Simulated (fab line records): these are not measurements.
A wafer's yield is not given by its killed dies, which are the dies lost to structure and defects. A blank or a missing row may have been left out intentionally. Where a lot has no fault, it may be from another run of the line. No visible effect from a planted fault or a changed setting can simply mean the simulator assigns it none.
Comparing a struck lot with a sound one    flow sfq_line    14 steps out of a route of 325
Sound: wafers L998.3, L998.4, L998.5. Struck: wafer L995.3 (left out: L995.6, a lot-mate that was not struck); the cause follows at the end.
Order at every step that has rows: each side's tool, ch and its chambers, its first start. Under that, the readings that differ: sound wafers    struck wafers    difference of the means    sigmas: that difference in standard deviations of wafers without a fault.
alike: readings whose means differ by less than 2 such deviations, and words and numbers that are the same on both sides. not compared: withheld readings, readings that some wafer has no value for, bounds like >300 that may hide the same value, and numbers for which the record gives no deviation and whose values overlap.
Wherever a step has rows on one side only, a row that says differs or no value, or a row with sigmas, the two part there. Non-overlapping numbers with no deviation appear without sigmas and do not part them. A reading missing from all wafers of one side parts the sides only when that side holds two or more wafers.

SFQ_TRILAYER_R5_DEP_SPUTTER_133: material MoNx, target thk 40 nm, time 66.7 s.
  sound: pvd_sputter-04 at day 64 22:50; struck: pvd_sputter-04 at day 64 17:20
  alike: throttle_valve_pct
SFQ_TRILAYER_R5_DEP_SPUTTER_134: material Ti, target thk 5 nm, time 5 s.
  sound: pvd_sputter-04 at day 64 22:53; struck: pvd_sputter-04 at day 64 17:24
  alike: throttle_valve_pct
SFQ_R5_RS_MEAS_933: uses a four-point probe to measure.
  sound: film_metro-02 at day 64 22:56; struck: film_metro-02 at day 64 17:28
  alike: R5_MONX_RS
SFQ_R5_THK_MEAS_934: measures by xrf.
  sound: film_metro-02 at day 64 23:02; struck: film_metro-02 at day 64 17:34
  alike: R5_MONX_THK
then, 6 steps without rows for these wafers: SFQ_TRILAYER_R5_LITHO_COAT_141 (resist thk 62 nm); SFQ_TRILAYER_R5_LITHO_COAT_136 (resist thk 600 nm); SFQ_TRILAYER_R5_LITHO_SOFTBAKE_140; SFQ_TRILAYER_R5_LITHO_EXPOSE_137 (exposes mask R5, target cd 500 nm); SFQ_TRILAYER_R5_LITHO_PEB_139 (peb time 60 s); SFQ_TRILAYER_R5_LITHO_DEVELOP_138 (time 60 s).
-- the record jumps here: 4 days lie between the struck wafers' starts before and after --
SFQ_R5_OVL_MEAS_935:
  sound: overlay-01 at day 69 11:17; struck: overlay-02 at day 69 04:41
  alike: R5_OVL
SFQ_TRILAYER_R5_BARC_OPEN_METAL_ETCH_177: etches BARC in O2, target depth 125 nm, time 41.7 s.
  sound on rie_metal-03 ch 0,1, day 69 11:19; struck on rie_metal-04 ch 1, day 69 04:44
  alike: drypump_motor_current_A, oes_product_au
  not compared: rf_hours_counter_h
SFQ_TRILAYER_R5_ETCH_METAL_ETCH_139: etches the open film in Cl2, stops on SiO2, target depth 60 nm, time 40 s.
  sound on rie_metal-03 ch 0,1, day 69 11:23; struck on rie_metal-04 ch 1, day 69 04:47
reading                                              sound              struck  difference  sigmas
oes_product_au (a.u.)                                1.000 0.979 0.988  0.730   -0.259      -39
model.etch.depth_nm (nm)                             60 58.65 59.27     34.18   -25.13      
model.R5.feature_depth_nm (nm)                       60 58.65 59.27     34.18   -25.13      
model.KrF_of_TRILAYER_R5_LITHO_COAT_136.thk_nm (nm)  494.9 498.5 498.1  511     +14         
  alike: drypump_motor_current_A
  not compared: rf_hours_counter_h
SFQ_TRILAYER_R5_STRIP_STRIP_140: strips in O2.
  sound on rie_metal-03 ch 0,1, day 69 11:37; struck on rie_metal-04 ch 1, day 69 05:02
  alike: drypump_motor_current_A, oes_product_au
  not compared: rf_hours_counter_h

## WHERE THEY PART
Only at SFQ_TRILAYER_R5_ETCH_METAL_ETCH_139, as far as this record shows. Later steps at which nothing parts them and some readings are alike: SFQ_TRILAYER_R5_STRIP_STRIP_140.

WHY: what had been put in by the simulator
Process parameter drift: rie_metal-04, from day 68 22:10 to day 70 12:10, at SFQ_TRILAYER_R5_ETCH_METAL_ETCH_139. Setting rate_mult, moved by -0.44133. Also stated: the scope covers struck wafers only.
